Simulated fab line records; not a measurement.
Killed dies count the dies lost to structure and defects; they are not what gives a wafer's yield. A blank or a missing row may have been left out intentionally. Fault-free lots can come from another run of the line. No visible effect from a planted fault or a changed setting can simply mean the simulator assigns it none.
fab line records	flow sky130
record lots=11	wafers=33	last-day=50
route steps=708 shown VIA4@652 PASSIVATION@682 PAD_OPEN@706
lots untouched by any fault: they come from a run of this same line in which no faults occurred
start-h: hours from the record's opening day to when the first of the lot's shown wafers began	wait-h: hours from the lot's prior step to this one	" as in the row above	L1.1+2: a single row standing in for several wafers	- no value present, or no start provided	* or withheld: withheld	< > ~ a bound
route shown NAME@n: NAME is a module with steps in the file, n the number in the route of the first one	usual: mean/standard deviation of fault-free wafers	same: alike in all rows	chamber/n: place in a boat	sites: readings site by site	_std_site: how widely they spread, as a standard deviation	_edge_site: mean of outer sites minus mean of inner sites	radius-mm: how far each site lies from the wafer's centre	mask NAME#n: copy n	behind: the most recent tool/chamber to have shaped the wafer	hold: cause of the lot's hold/its duration in hours/its outcome	device: names the non-switching transistor (n, p or np)	end of line: the tests these same wafers got at the end of their route	a step given without rows: its recipe and nothing more	killed: count of dies lost to structure and defects at first sort (not the wafer's yield)	map: a wafer's dies, x killed, . not, _ none there
set.NAME: the setting that was run; set.NAME@STEP: the one run at that earlier step	model.NAME: the simulator's own value behind a step, which no gauge read
a sample of lots followed through the steps of the route, with each step as a table and each wafer as a row
services: a tool's chamber out of use, with start hour (start-h, from the record's first day; less than 0 if before it), hours out, and reason
## steps
# step SKY_VIA4_STRIP_13
# recipe chemistry=O2/N2	power-w=1400	pressure-mtorr=1500	platen-temp-c=withheld	o2-flow-sccm=3000	n2-flow-sccm=300	overash-fraction=0.5
# usual drypump-motor-current-A=5.6/0.34	oes-product-au=0.710/0.0045	strip-time-to-endpoint-s=12.80/0.032
# same overash-fraction=0.5
lot.wafer	tool	chamber	start-h	wait-h	drypump-motor-current-A	oes-product-au	rf-hours-counter-h	strip-time-to-endpoint-s
L102.1	plasma-asher-02	1	1018.84	-	5.9	0.710	28	12.75
L102.2	"	0	"	"	5.1	0.704	28	12.82
L102.6	"	1	"	"	5.9	0.713	-	12.77
L103.1	plasma-asher-02	0	1024.53	-	5.1	0.706	29	12.76
L103.3	"	1	"	"	5.9	0.714	-	12.75
L103.4	"	0	"	"	5.1	0.705	-	12.80
L104.1	plasma-asher-03	1	1030.24	-	6.0	0.705	90	12.80
L104.2	"	0	"	"	5.7	0.713	90	12.78
L104.6	"	0	"	"	5.7	0.711	-	12.81
L105.4	plasma-asher-03	1	1041.46	-	6.1	0.716	-	12.79
L105.5	"	1	"	"	6.1	0.712	-	12.82
L105.6	"	0	"	"	5.7	0.704	-	12.77
L108.2	plasma-asher-01	0	1052.08	-	5.6	0.708	60	12.87
L108.3	"	0	"	"	5.6	0.711	-	12.82
L108.4	"	1	"	"	5.2	0.712	-	12.77
L111.1	plasma-asher-01	1	1080.24	-	5.2	0.717	63	12.82
L111.4	"	1	"	"	5.2	0.711	-	12.86
L111.6	"	1	"	"	5.2	0.711	-	12.86
L115.1	plasma-asher-03	1	1105.24	-	6.0	0.708	98	12.80
L115.3	"	1	"	"	6.1	0.701	-	12.82
L115.4	"	0	"	"	5.7	0.702	-	12.88
L117.2	plasma-asher-02	0	1115.04	-	5.1	0.713	35	12.73
L117.4	"	1	"	"	5.9	0.711	-	12.82
L117.6	"	0	"	"	5.1	0.704	-	12.82
L118.1	plasma-asher-03	1	1116.79	-	6.1	0.718	100	12.75
L118.4	"	1	"	"	6.1	0.711	-	12.79
L118.5	"	0	"	"	5.6	0.715	-	12.75
L121.3	plasma-asher-03	0	1135.82	-	5.7	0.703	-	12.82
L121.4	"	1	"	"	6.1	0.706	-	12.81
L121.6	"	1	"	"	6.1	0.717	-	12.79
L123.2	plasma-asher-02	1	1144.94	-	5.9	0.706	38	12.80
L123.4	"	1	"	"	5.9	0.709	-	12.83
L123.6	"	0	"	"	5.1	0.712	-	12.83
# step SKY_PASSIVATION_THK_MEAS_01
# recipe reads=SiO2_of_PASSIVATION_CVD_00
# usual PASSIVATION_CVD_00_THK=90.3/1.5
lot.wafer	tool	chamber	start-h	wait-h	PASSIVATION_CVD_00_THK[nm]
L102.1	film-metro-01	-	1043.85	-	91.0
L102.2	"	-	"	"	89.0
L102.6	"	-	"	"	91.6
L103.1	film-metro-04	-	1049.60	-	89.2
L103.3	"	-	"	"	86.3
L103.4	"	-	"	"	92.0
L104.1	film-metro-03	-	1054.84	-	88.0
L104.2	"	-	"	"	89.7
L104.6	"	-	"	"	91.4
L105.4	film-metro-03	-	1066.57	-	88.2
L105.5	"	-	"	"	90.7
L105.6	"	-	"	"	91.3
L108.2	film-metro-03	-	1076.72	-	91.5
L108.3	"	-	"	"	90.4
L108.4	"	-	"	"	92.1
L111.1	film-metro-03	-	1103.12	-	90.4
L111.4	"	-	"	"	92.2
L111.6	"	-	"	"	89.9
L115.1	film-metro-03	-	1127.75	-	91.9
L115.3	"	-	"	"	89.3
L115.4	"	-	"	"	90.1
L117.2	film-metro-01	-	1136.96	-	88.8
L117.4	"	-	"	"	91.8
L117.6	"	-	"	"	87.8
L118.1	film-metro-04	-	1138.23	-	90.7
L118.4	"	-	"	"	90.6
L118.5	"	-	"	"	92.3
L121.3	film-metro-03	-	1157.85	-	89.3
L121.4	"	-	"	"	91.6
L121.6	"	-	"	"	90.1
L123.2	film-metro-04	-	1165.54	-	90.6
L123.4	"	-	"	"	91.0
L123.6	"	-	"	"	91.3
# step SKY_PASSIVATION_STRIP_12
# recipe chemistry=O2/N2	power-w=1400	pressure-mtorr=1500	platen-temp-c=withheld	overash-fraction=0.7	o2-flow-sccm=3000	n2-flow-sccm=300
# usual drypump-motor-current-A=5.6/0.36	oes-product-au=0.660/0.005	strip-time-to-endpoint-s=31.47/0.19
# same overash-fraction=0.7
lot.wafer	tool	chamber	start-h	wait-h	drypump-motor-current-A	oes-product-au	rf-hours-counter-h	strip-time-to-endpoint-s
L102.1	plasma-asher-02	0	1065.99	0.1	5.1	0.664	30	31.53
L102.2	"	1	"	"	5.9	0.663	30	31.49
L102.6	"	1	"	"	5.9	0.656	-	31.48
L103.1	plasma-asher-04	1	1071.29	0.1	5.6	0.662	1	31.64
L103.3	"	0	"	"	5.1	0.652	-	31.66
L103.4	"	1	"	"	5.6	0.652	-	31.45
L104.1	plasma-asher-03	1	1076.34	0.1	6.1	0.658	96	31.24
L104.2	"	0	"	"	5.7	0.659	96	31.30
L104.6	"	1	"	"	6.1	0.662	-	31.38
L105.4	plasma-asher-04	1	1088.72	0.0	5.7	0.668	-	31.43
L105.5	"	0	"	"	5.1	0.665	-	31.12
L105.6	"	1	"	"	5.6	0.658	-	31.38
L108.2	plasma-asher-03	1	1097.54	0.1	6.1	0.655	98	31.30
L108.3	"	0	"	"	5.7	0.661	-	31.15
L108.4	"	1	"	"	6.1	0.668	-	31.50
L111.1	plasma-asher-02	1	1123.39	0.1	5.9	0.665	35	31.45
L111.4	"	0	"	"	5.1	0.661	-	31.74
L111.6	"	0	"	"	5.1	0.666	-	31.38
L115.1	plasma-asher-04	1	1147.35	0.1	5.6	0.658	8	31.62
L115.3	"	0	"	"	5.1	0.655	-	31.33
L115.4	"	1	"	"	5.6	0.660	-	31.24
L117.2	plasma-asher-02	1	1156.35	0.1	5.9	0.657	39	31.52
L117.4	"	0	"	"	5.1	0.659	-	31.62
L117.6	"	1	"	"	5.9	0.663	-	31.84
L118.1	plasma-asher-02	0	1157.34	0.1	5.2	0.656	39	31.41
L118.4	"	0	"	"	5.1	0.662	-	31.68
L118.5	"	0	"	"	5.1	0.664	-	31.92
L121.3	plasma-asher-04	1	1175.43	0.1	5.7	0.660	-	31.26
L121.4	"	0	"	"	5.1	0.651	-	31.47
L121.6	"	0	"	"	5.1	0.653	-	31.42
L123.2	plasma-asher-03	0	1182.59	0.1	5.6	0.655	106	31.36
L123.4	"	1	"	"	6.1	0.667	-	31.41
L123.6	"	0	"	"	5.6	0.663	-	31.18
# step SKY_PAD_OPEN_ANNEAL_12
# recipe temp-c=400	time-s=withheld	ambient=N2/H2	idle-temp-c=300	ramp-up-c-per-min=8	ramp-down-c-per-min=4
# usual spike-tc-centre-C=401.9/1.2	spike-tc-lower-C=400.5/1	spike-tc-upper-C=398.8/1.7	tube-center-temp-C=400/0.037	tube_center_temp_C_max=401.03/0.16
lot.wafer	tool	chamber	start-h	wait-h	spike-tc-centre-C	spike-tc-lower-C	spike-tc-upper-C	tube-center-temp-C	tube_center_temp_C_max
L102.1	furnace-01	0	1088.22	0.0	401.0	400.2	400.6	400	401.11
L102.2	"	0	"	"	402.3	402.3	399.5	399.95	400.80
L102.6	"	0	"	"	400.6	400.8	399.4	400.03	401.11
L103.1	furnace-02	0	1092.63	0.0	402.2	399.5	395.6	399.99	400.91
L103.3	"	0	"	"	403.5	400.3	398.0	400.01	401.10
L103.4	"	0	"	"	402.1	399.0	398.4	399.96	400.93
L104.1	furnace-01	0	1097.63	0.0	400.7	402.2	400.1	400.04	401.20
L104.2	"	0	"	"	401.4	400.5	400.5	399.97	400.95
L104.6	"	0	"	"	400.6	400.8	400.9	399.98	401.02
L105.4	furnace-02	0	1110.53	0.0	403.5	400.9	395.7	400.02	400.93
L105.5	"	0	"	"	403.0	399.6	396.3	399.91	400.80
L105.6	"	0	"	"	401.8	400.3	397.6	400	401.04
L108.2	furnace-02	0	1118.78	0.0	404.3	400.9	397.9	399.99	400.91
L108.3	"	0	"	"	401.7	400.3	399.1	400.02	401.04
L108.4	"	0	"	"	402.6	402.7	397.2	399.97	401.08
L111.1	furnace-02	0	1142.88	0.0	402.4	400.2	398.0	400.06	401.18
L111.4	"	0	"	"	403.0	400.3	397.2	400.05	401.14
L111.6	"	0	"	"	403.8	400.1	395.8	399.97	401.08
L115.1	furnace-02	0	1165.83	0.0	401.5	401.9	398.1	399.97	400.97
L115.3	"	0	"	"	402.6	398.6	397.5	399.99	400.89
L115.4	"	0	"	"	401.6	400.7	398.6	400.01	401.05
L117.2	furnace-02	0	1174.63	0.0	396.6	396.0	392.6	394.9	395.93
L117.4	"	0	"	"	399.4	395.7	395.2	394.9	396.13
L117.6	"	0	"	"	396.6	394.6	393.0	394.94	396.02
L118.1	furnace-02	0	1176.13	0.4	397.7	395.3	391.8	394.85	396.01
L118.4	"	0	"	"	396.6	395.6	392.2	394.92	396.16
L118.5	"	0	"	"	397.3	394.3	391.6	394.92	396.07
L121.3	furnace-01	0	1192.99	0.0	400.6	401.0	399.4	400.02	401.18
L121.4	"	0	"	"	399.7	401.1	401.0	400.02	401.08
L121.6	"	0	"	"	402.5	399.7	400.9	400.01	400.97
L123.2	furnace-01	0	1198.94	0.0	402.7	401.6	399.5	399.99	400.99
L123.4	"	0	"	"	401.7	400.7	401.3	400.03	401.04
L123.6	"	0	"	"	400.6	400.3	398.8	400.03	401.27
# step SKY_PAD_OPEN_PROBE_99
# usual defect-limited-yield=82.3/2.1	killed_at_M0_to_M3=44/7.3	killed_at_M4_up=3.3/1.8	killed-at-contacts=24/5.3	killed-at-front-end=16/5	killed-at-other=0.2/0.51	killed-dies=87/10	killed-open=47/7.5	killed-short=40/6.3	sort_bin_3_pad_short=0.9/0.41	sort_bin_5_function=10.5/1.6	sort_bin_6_memory=6.3/1.2	sort-n-pass=405/10	sort-yield-pct=82.3/2.1
# same gross-dies=492	killed-at-back-side=0	sort_bin_4_leakage[%]=0	sort_bin_8_speed[%]=0
lot.wafer	tool	chamber	start-h	wait-h	defect-limited-yield[%]	killed_at_M0_to_M3	killed_at_M4_up	killed-at-contacts	killed-at-front-end	killed-at-other	killed-dies	killed-open	killed-short	sort_bin_3_pad_short[%]	sort_bin_5_function[%]	sort_bin_6_memory[%]	sort-n-pass	sort-yield-pct[%]
L102.1	prober-01	-	1089.84	0.1	82.3	49	3	17	18	0	87	51	36	0.8	11.0	5.9	405	82.3
L102.2	prober-01	-	1089.89	0.1	83.9	37	4	27	11	0	79	44	35	0.8	9.6	5.7	413	83.9
L102.6	prober-01	-	1090.09	0.2	81.3	42	6	22	21	1	92	51	41	0.4	13.0	5.3	400	81.3
L103.1	prober-02	-	1094.25	0.1	81.9	50	2	25	12	0	89	51	38	0.6	13.2	4.3	403	81.9
L103.3	prober-02	-	1094.35	0.2	81.5	42	1	36	12	0	91	47	44	0.8	11.8	5.9	401	81.5
L103.4	prober-02	-	1094.40	0.2	79.9	59	2	21	17	0	99	62	37	1.0	12.8	6.3	393	79.9
L104.1	prober-01	-	1099.25	0.1	82.3	44	2	21	20	0	87	54	33	0.8	11.2	5.7	405	82.3
L104.2	prober-01	-	1099.30	0.1	81.7	51	3	22	14	0	90	53	37	0.6	12.4	5.3	402	81.7
L104.6	prober-01	-	1099.50	0.2	81.7	55	4	16	15	0	90	42	48	1.0	11.6	5.7	402	81.7
L105.4	prober-02	-	1112.30	0.2	84.8	36	7	15	17	0	75	48	27	0.6	7.3	7.3	417	84.8
L105.5	prober-02	-	1112.35	0.2	80.5	53	4	23	15	1	96	52	44	0.6	12.4	6.5	396	80.5
L105.6	prober-02	-	1112.40	0.2	85.0	33	4	20	17	0	74	41	33	0.8	8.9	5.3	418	85.0
L108.2	prober-02	-	1120.45	0.1	80.5	41	1	30	23	1	96	57	39	1.0	10.8	7.7	396	80.5
L108.3	prober-02	-	1120.50	0.2	80.9	43	7	25	19	0	94	54	40	0.6	12.2	6.3	398	80.9
L108.4	prober-02	-	1120.55	0.2	81.5	53	2	18	18	0	91	58	33	0.6	11.4	6.5	401	81.5
L111.1	prober-02	-	1144.50	0.1	83.7	40	5	14	21	0	80	37	43	2.0	8.5	5.7	412	83.7
L111.4	prober-02	-	1144.65	0.2	82.1	49	4	22	13	0	88	49	39	0.4	11.4	6.1	404	82.1
L111.6	prober-02	-	1144.75	0.2	83.5	39	3	20	19	0	81	40	41	0.4	9.1	6.9	411	83.5
L115.1	prober-02	-	1167.45	0.1	80.7	48	4	23	20	0	95	50	45	1.6	13.2	4.5	397	80.7
L115.3	prober-02	-	1167.55	0.2	81.5	46	8	21	14	2	91	43	48	0.8	10.0	7.7	401	81.5
L115.4	prober-02	-	1167.60	0.2	80.5	50	5	18	23	0	96	50	46	0.2	10.8	8.5	396	80.5
L117.2	prober-02	-	1176.30	0.1	83.5	40	3	25	13	0	81	38	43	0.6	8.7	7.1	411	83.5
L117.4	prober-02	-	1176.40	0.2	86.2	30	5	20	13	0	68	39	29	1.4	6.1	6.3	424	86.2
L117.6	prober-02	-	1176.50	0.2	78.0	53	4	37	14	0	108	58	50	1.2	12.6	8.1	384	78.0
L118.1	prober-01	-	1177.75	0.1	84.6	44	4	16	12	0	76	38	38	1.0	9.1	5.3	416	84.6
L118.4	prober-01	-	1177.90	0.2	80.7	57	3	27	8	0	95	54	41	1.4	8.5	9.3	397	80.7
L118.5	prober-01	-	1177.95	0.2	81.1	42	5	25	21	0	93	54	39	0.6	12.4	5.9	399	81.1
L121.3	prober-02	-	1194.71	0.2	85.0	39	1	24	9	1	74	51	23	0.6	9.3	5.1	418	85.0
L121.4	prober-02	-	1194.76	0.2	80.1	43	3	23	29	0	98	50	48	1.4	11.0	7.5	394	80.1
L121.6	prober-02	-	1194.86	0.2	83.5	48	1	17	15	0	81	48	33	0	8.5	7.9	411	83.5
L123.2	prober-02	-	1200.61	0.1	79.3	45	2	30	24	1	102	51	51	0.8	14.2	5.7	390	79.3
L123.4	prober-02	-	1200.71	0.2	80.5	45	2	30	19	0	96	61	35	0.8	11.4	7.3	396	80.5
L123.6	prober-02	-	1200.81	0.2	77.4	61	3	21	26	0	111	62	49	1.0	13.8	7.7	381	77.4
# killed by level:class
L102.1 VIA1:geometric-particle:short=9 VIA1:geometric-particle:open=9 VIA3:geometric-particle:open=9 LI_CONTACT:geometric-particle:open=7 VIA2:geometric-particle:open=6 POLY_GATE:geometric-particle:open=5 CONTACT:geometric-particle:open=5 VIA3:geometric-particle:short=5
L102.2 CONTACT:geometric-particle:open=10 VIA3:geometric-particle:open=7 LI_CONTACT:geometric-particle:open=6 CONTACT:geometric-particle:short=6 VIA1:geometric-particle:open=6 VIA1:geometric-particle:short=5 VIA2:geometric-particle:open=5 FIELD_ISO:geometric-particle:open=4
L102.6 CONTACT:geometric-particle:open=10 VIA3:geometric-particle:open=8 VIA1:geometric-particle:open=7 FIELD_ISO:geometric-particle:short=6 VIA2:geometric-particle:open=6 POLY_GATE:geometric-particle:open=5 METAL1:geometric-particle:short=5 LI_CONTACT:geometric-particle:open=4
L103.1 VIA1:geometric-particle:open=11 CONTACT:geometric-particle:open=7 VIA3:geometric-particle:open=7 VIA2:geometric-particle:open=7 LI_CONTACT:geometric-particle:open=6 METAL1:geometric-particle:short=6 LI_CONTACT:geometric-particle:short=5 POLY_GATE:geometric-particle:open=5
L103.3 CONTACT:geometric-particle:open=16 VIA1:geometric-particle:open=11 LI_CONTACT:geometric-particle:open=6 LOCAL_INTERCONNECT:geometric-particle:short=5 CONTACT:geometric-particle:short=5 METAL3:geometric-particle:short=5 VIA3:geometric-particle:open=5 METAL1:geometric-particle:short=4
L103.4 CONTACT:geometric-particle:open=13 VIA3:geometric-particle:open=12 VIA1:geometric-particle:open=10 METAL1:geometric-particle:short=9 VIA2:geometric-particle:open=6 FIELD_ISO:geometric-particle:short=5 FIELD_ISO:geometric-particle:open=5 LI_CONTACT:geometric-particle:open=5
L104.1 VIA1:geometric-particle:open=16 CONTACT:geometric-particle:open=9 METAL2:geometric-particle:short=7 VIA2:geometric-particle:open=7 FIELD_ISO:geometric-particle:short=5 VIA3:geometric-particle:open=5 FIELD_ISO:geometric-particle:open=4 POLY_GATE:geometric-particle:open=4
L104.2 VIA1:geometric-particle:open=12 VIA2:geometric-particle:open=10 CONTACT:geometric-particle:open=10 VIA3:geometric-particle:open=8 VIA1:geometric-particle:short=7 LI_CONTACT:geometric-particle:short=5 METAL2:geometric-particle:short=4 VIA2:geometric-particle:short=4
L104.6 VIA1:geometric-particle:open=13 VIA2:geometric-particle:open=10 METAL1:geometric-particle:short=9 FIELD_ISO:geometric-particle:short=6 METAL2:geometric-particle:short=5 POLY_GATE:geometric-particle:open=4 LOCAL_INTERCONNECT:geometric-particle:short=4 CONTACT:geometric-particle:open=4
L105.4 FIELD_ISO:geometric-particle:open=7 CONTACT:geometric-particle:open=7 VIA1:geometric-particle:open=7 VIA2:geometric-particle:open=7 VIA3:geometric-particle:open=7 METAL1:geometric-particle:short=5 METAL4:geometric-particle:short=4 METAL4:geometric-particle:open=3
L105.5 VIA1:geometric-particle:open=15 METAL2:geometric-particle:short=9 LI_CONTACT:geometric-particle:open=6 VIA1:geometric-particle:short=6 METAL1:geometric-particle:short=5 FIELD_ISO:geometric-particle:open=4 LI_CONTACT:geometric-particle:short=4 LOCAL_INTERCONNECT:geometric-particle:short=4
L105.6 VIA1:geometric-particle:open=10 CONTACT:geometric-particle:open=8 METAL1:geometric-particle:short=5 VIA2:geometric-particle:open=5 FIELD_ISO:geometric-particle:open=4 POLY_GATE:geometric-particle:short=4 VIA1:geometric-particle:short=4 METAL4:geometric-particle:short=4
L108.2 CONTACT:geometric-particle:open=13 VIA3:geometric-particle:open=12 VIA1:geometric-particle:open=10 FIELD_ISO:geometric-particle:open=7 VIA1:geometric-particle:short=7 CONTACT:geometric-particle:short=5 FIELD_ISO:geometric-particle:short=4 POLY_GATE:geometric-particle:open=4
L108.3 VIA1:geometric-particle:open=15 LI_CONTACT:geometric-particle:open=8 CONTACT:geometric-particle:open=7 CONTACT:geometric-particle:short=7 FIELD_ISO:geometric-particle:short=5 METAL2:geometric-particle:short=5 VIA3:geometric-particle:open=5 POLY_GATE:geometric-particle:short=4
L108.4 VIA1:geometric-particle:open=15 FIELD_ISO:geometric-particle:open=10 CONTACT:geometric-particle:open=10 VIA3:geometric-particle:open=9 VIA2:geometric-particle:short=6 METAL1:geometric-particle:short=5 METAL2:geometric-particle:short=5 VIA2:geometric-particle:open=5
L111.1 VIA1:geometric-particle:open=8 POLY_GATE:geometric-particle:short=5 CONTACT:geometric-particle:open=5 METAL1:geometric-particle:short=5 METAL2:geometric-particle:short=5 VIA2:geometric-particle:short=5 METAL3:geometric-particle:short=5 FIELD_ISO:geometric-particle:open=4
L111.4 VIA1:geometric-particle:open=9 VIA3:geometric-particle:open=9 METAL2:geometric-particle:short=8 VIA2:geometric-particle:open=8 LI_CONTACT:geometric-particle:open=7 POLY_GATE:geometric-particle:open=5 LOCAL_INTERCONNECT:geometric-particle:short=5 FIELD_ISO:geometric-particle:open=4
L111.6 VIA1:geometric-particle:open=10 METAL2:geometric-particle:short=10 LI_CONTACT:geometric-particle:open=8 FIELD_ISO:geometric-particle:short=5 FIELD_ISO:geometric-particle:open=4 POLY_GATE:geometric-particle:open=4 POLY_GATE:geometric-particle:short=3 VIA1:geometric-particle:short=3
L115.1 METAL2:geometric-particle:short=11 CONTACT:geometric-particle:open=10 METAL1:geometric-particle:short=9 VIA1:geometric-particle:open=8 VIA2:geometric-particle:open=8 FIELD_ISO:geometric-particle:open=7 LI_CONTACT:geometric-particle:open=5 FIELD_ISO:geometric-particle:short=4
L115.3 VIA1:geometric-particle:open=11 VIA3:geometric-particle:open=7 METAL1:geometric-particle:short=6 METAL4:geometric-particle:short=6 LI_CONTACT:geometric-particle:short=5 CONTACT:geometric-particle:short=5 VIA2:geometric-particle:open=5 CONTACT:geometric-particle:open=4
L115.4 VIA1:geometric-particle:open=12 CONTACT:geometric-particle:open=9 METAL1:geometric-particle:short=6 METAL2:geometric-particle:short=6 FIELD_ISO:geometric-particle:short=5 POLY_GATE:geometric-particle:short=5 LI_CONTACT:geometric-particle:open=5 VIA2:geometric-particle:open=5
L117.2 POLY_GATE:geometric-particle:short=8 VIA3:geometric-particle:short=8 CONTACT:geometric-particle:open=7 VIA2:geometric-particle:open=6 LOCAL_INTERCONNECT:geometric-particle:short=5 LI_CONTACT:geometric-particle:open=5 METAL2:geometric-particle:short=5 VIA3:geometric-particle:open=5
L117.4 CONTACT:geometric-particle:open=9 VIA1:geometric-particle:open=7 VIA3:geometric-particle:open=5 POLY_GATE:geometric-particle:short=4 LI_CONTACT:geometric-particle:open=4 LOCAL_INTERCONNECT:geometric-particle:short=4 METAL1:geometric-particle:short=4 POLY_GATE:geometric-particle:open=3
L117.6 VIA1:geometric-particle:open=12 LI_CONTACT:geometric-particle:open=11 CONTACT:geometric-particle:open=10 CONTACT:geometric-particle:short=9 METAL2:geometric-particle:short=8 VIA3:geometric-particle:open=8 METAL1:geometric-particle:short=6 VIA2:geometric-particle:open=6
L118.1 VIA1:geometric-particle:open=12 CONTACT:geometric-particle:open=8 METAL1:geometric-particle:short=8 METAL2:geometric-particle:short=7 LI_CONTACT:geometric-particle:open=4 METAL4:geometric-particle:short=4 FIELD_ISO:geometric-particle:short=3 SPACER:geometric-particle:open=3
L118.4 VIA1:geometric-particle:open=12 VIA3:geometric-particle:open=12 METAL1:geometric-particle:short=10 CONTACT:geometric-particle:open=9 LI_CONTACT:geometric-particle:open=8 VIA2:geometric-particle:open=6 METAL2:geometric-particle:short=5 VIA2:geometric-particle:short=5
L118.5 VIA1:geometric-particle:open=15 CONTACT:geometric-particle:open=14 METAL1:geometric-particle:short=8 POLY_GATE:geometric-particle:short=7 METAL4:geometric-particle:short=5 POLY_GATE:geometric-particle:open=4 VIA2:geometric-particle:open=4 VIA3:geometric-particle:open=4
L121.3 CONTACT:geometric-particle:open=12 VIA2:geometric-particle:open=11 VIA3:geometric-particle:open=9 VIA1:geometric-particle:open=7 LI_CONTACT:geometric-particle:open=6 FIELD_ISO:geometric-particle:short=4 METAL1:geometric-particle:short=4 LOCAL_INTERCONNECT:geometric-particle:short=3
L121.4 VIA1:geometric-particle:open=12 FIELD_ISO:geometric-particle:open=9 FIELD_ISO:geometric-particle:short=7 CONTACT:geometric-particle:open=7 CONTACT:geometric-particle:short=5 METAL1:geometric-particle:short=5 VIA3:geometric-particle:open=5 LOCAL_INTERCONNECT:geometric-particle:short=4
L121.6 VIA1:geometric-particle:open=15 LI_CONTACT:geometric-particle:open=7 VIA1:geometric-particle:short=6 METAL2:geometric-particle:short=5 FIELD_ISO:geometric-particle:short=4 FIELD_ISO:geometric-particle:open=4 CONTACT:geometric-particle:short=4 CONTACT:geometric-particle:open=4
L123.2 LI_CONTACT:geometric-particle:open=11 VIA1:geometric-particle:short=11 VIA1:geometric-particle:open=11 FIELD_ISO:geometric-particle:short=9 CONTACT:geometric-particle:open=9 VIA3:geometric-particle:open=7 METAL1:geometric-particle:short=6 FIELD_ISO:geometric-particle:open=5
L123.4 VIA1:geometric-particle:open=16 CONTACT:geometric-particle:open=13 METAL2:geometric-particle:short=6 VIA2:geometric-particle:open=6 POLY_GATE:geometric-particle:open=5 CONTACT:geometric-particle:short=5 FIELD_ISO:geometric-particle:open=4 POLY_GATE:geometric-particle:short=4
L123.6 VIA2:geometric-particle:open=10 VIA1:geometric-particle:open=10 VIA3:geometric-particle:open=9 FIELD_ISO:geometric-particle:open=8 LI_CONTACT:geometric-particle:open=8 CONTACT:geometric-particle:open=8 METAL3:geometric-particle:short=7 METAL1:geometric-particle:short=6
## services
tool	chamber	start-h	hours	kind
furnace-01	-	1006.17	4.3	pm
plasma-asher-02	-	1035.97	26.9	repair
plasma-asher-04	-	1055.25	9.0	pm
plasma-asher-04	0	1055.25	9.0	vent-cycle
plasma-asher-04	1	1055.25	9.0	vent-cycle
furnace-02	-	1059.60	3.0	pm
plasma-asher-02	-	1064.06	1.7	repair
plasma-asher-04	0	1064.25	-	clean
plasma-asher-04	1	1064.25	-	clean
furnace-02	-	1066.36	2.9	pm
furnace-01	-	1071.27	3.4	pm
plasma-asher-01	-	1130.71	4.0	pm
furnace-01	-	1175.10	3.6	pm
## key
first-sign step=SKY_PAD_OPEN_ANNEAL_12	reading=tube-center-temp-C	direction=down	sigmas=99+	usual=*	struck=*
effect step=SKY_PAD_OPEN_ANNEAL_12	reading=tube_center_temp_C_max	direction=down	sigmas=32	usual=*	struck=*
met-at SKY_PAD_OPEN_ANNEAL_12
struck-lots L117,L118
not-acting-at SKY_VIA4_STRIP_13,SKY_PASSIVATION_THK_MEAS_01,SKY_PASSIVATION_STRIP_12
onset-between 1165.83 1174.63
fault kind=process-parameter-drift	tool=furnace-02	chamber=-	onset-h=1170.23	steps=SKY_PAD_OPEN_ANNEAL_12	channel=temp-c	offset=*	shape=step	end-h=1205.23	acts-in=*	stated=*
